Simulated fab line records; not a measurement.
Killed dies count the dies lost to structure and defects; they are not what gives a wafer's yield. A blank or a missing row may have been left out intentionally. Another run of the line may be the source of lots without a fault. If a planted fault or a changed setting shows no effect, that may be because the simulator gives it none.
Check for tools in common -- flow sky130 -- 11 lots and 36 wafers in the sample

REASON FOR OPENING
1 of 11 lots carry a flag on the reading GATE_OXIDE_TW at SKY_GATE_OXIDE_TW_MEAS_14. No-fault wafers: 224.3, standard deviation 1.9.
Rule: a lot is flagged in two cases, either no wafer of it has a number, or all its wafers with numbers fall more than 4 standard deviations from that mean. All remaining lots are regarded as sound.

lot,measured,on,"GATE_OXIDE_TW, wafer by wafer",flag
L659,day 14 03:01,film_metro-01,227.0 226.4 226.3,
L661,day 15 02:10,film_metro-01,30.1 30.3 30.4 30.3 30.5 30.2,FLAGGED
L671,day 18 12:19,film_metro-02,221.5 221.0 221.1,
L672,day 18 23:10,film_metro-03,225.7 223.2 224.5,
L673,day 19 17:53,film_metro-01,225.0 225.4 224.8,
L675,day 19 23:49,film_metro-03,224.8 225.7 224.1,
L676,day 20 08:20,film_metro-01,224.8 224.7 226.0,
L677,day 20 15:27,film_metro-01,225.4 225.2 225.5,
L678,day 20 23:42,film_metro-03,224.1 224.4 224.5,
L680,day 21 06:50,film_metro-01,227.1 226.6 226.8,
L681,day 21 23:52,film_metro-01,226.0 225.8 225.5,
Averaged over the flagged lots the numbers come to 30.3, -194.0 from the usual (-99 or more standard deviations).

LOT BY LOT: THE TOOL USED
Before the reading, the record contains 2 process steps out of a 708-step route. Every cell lists first the tool, next ch and the chambers used by the sampled wafers, and last the start.
lot,flag,SKY_DNWELL_STRIP_08,SKY_GATE_OXIDE_EXPOSE_07
L659,,"plasma_asher-01 ch 0,1, day 3 11:28","iline_stepper-01 ch 0, day 13 13:51"
L661,FLAGGED,"plasma_asher-04 ch 0,1, day 4 00:53","iline_stepper-01 ch 0, day 14 13:22"
L671,,"plasma_asher-01 ch 0,1, day 6 03:37","iline_stepper-01 ch 0, day 17 21:22"
L672,,"plasma_asher-04 ch 0, day 6 12:07","iline_stepper-01 ch 0, day 18 08:11"
L673,,"plasma_asher-04 ch 0,1, day 6 23:43","iline_stepper-02 ch 0, day 19 02:20"
L675,,"plasma_asher-01 ch 0,1, day 7 02:51","iline_stepper-01 ch 0, day 19 07:28"
L676,,"plasma_asher-04 ch 0,1, day 7 08:59","iline_stepper-02 ch 0, day 19 16:12"
L677,,"plasma_asher-04 ch 0,1, day 7 12:52","iline_stepper-02 ch 0, day 20 00:13"
L678,,"plasma_asher-03 ch 0,1, day 7 19:20","iline_stepper-02 ch 0, day 20 08:36"
L680,,"plasma_asher-04 ch 0,1, day 8 02:40","iline_stepper-02 ch 0, day 20 15:10"
L681,,"plasma_asher-01 ch 0,1, day 8 08:43","iline_stepper-02 ch 0, day 21 08:20"
These steps, and what they do:
- SKY_DNWELL_STRIP_08: strips in O2/N2.
- SKY_GATE_OXIDE_EXPOSE_07: exposes mask LVOM, target cd 600 nm.
- SKY_GATE_OXIDE_TW_MEAS_14

FLAGGED OVER TOTAL, TOOL BY TOOL (the gauges that took the reading come last)
step,tool,lots run,flagged,share of the flagged lots,sound lots run after its first flagged lot
SKY_DNWELL_STRIP_08,plasma_asher-01,4,0,none,-
SKY_DNWELL_STRIP_08,plasma_asher-03,1,0,none,-
SKY_DNWELL_STRIP_08,plasma_asher-04,6,1,all,"5 (L672,L673,L676,L677,L680)"
SKY_GATE_OXIDE_EXPOSE_07,iline_stepper-01,5,1,all,"3 (L671,L672,L675)"
SKY_GATE_OXIDE_EXPOSE_07,iline_stepper-02,6,0,none,-
SKY_GATE_OXIDE_TW_MEAS_14,film_metro-01,7,1,all,"5 (L673,L676,L677,L680,L681)"
SKY_GATE_OXIDE_TW_MEAS_14,film_metro-02,1,0,none,-
SKY_GATE_OXIDE_TW_MEAS_14,film_metro-03,3,0,none,-

THE TABLE: WHAT IT ALLOWS
All flagged lots were run by 3 table rows, namely plasma_asher-04 at SKY_DNWELL_STRIP_08, iline_stepper-01 at SKY_GATE_OXIDE_EXPOSE_07, film_metro-01 at SKY_GATE_OXIDE_TW_MEAS_14.
- plasma_asher-04 at SKY_DNWELL_STRIP_08 ran 6 lots, 1 of them flagged. Lots that were sound ran on it after the first flagged one (L672, L673, L676, L677, L680); a persistent fault on the entire tool would not allow that.
- iline_stepper-01 at SKY_GATE_OXIDE_EXPOSE_07 ran 5 lots, 1 of them flagged. Lots that were sound ran on it after the first flagged one (L671, L672, L675); a persistent fault on the entire tool would not allow that.
- film_metro-01 at SKY_GATE_OXIDE_TW_MEAS_14 ran 7 lots, 1 of them flagged. Lots that were sound ran on it after the first flagged one (L673, L676, L677, L680, L681); a persistent fault on the entire tool would not allow that.
There is no row in the table that ran each flagged lot and no sound lot after the first.

WHAT HAD BEEN PUT IN BY THE SIMULATOR
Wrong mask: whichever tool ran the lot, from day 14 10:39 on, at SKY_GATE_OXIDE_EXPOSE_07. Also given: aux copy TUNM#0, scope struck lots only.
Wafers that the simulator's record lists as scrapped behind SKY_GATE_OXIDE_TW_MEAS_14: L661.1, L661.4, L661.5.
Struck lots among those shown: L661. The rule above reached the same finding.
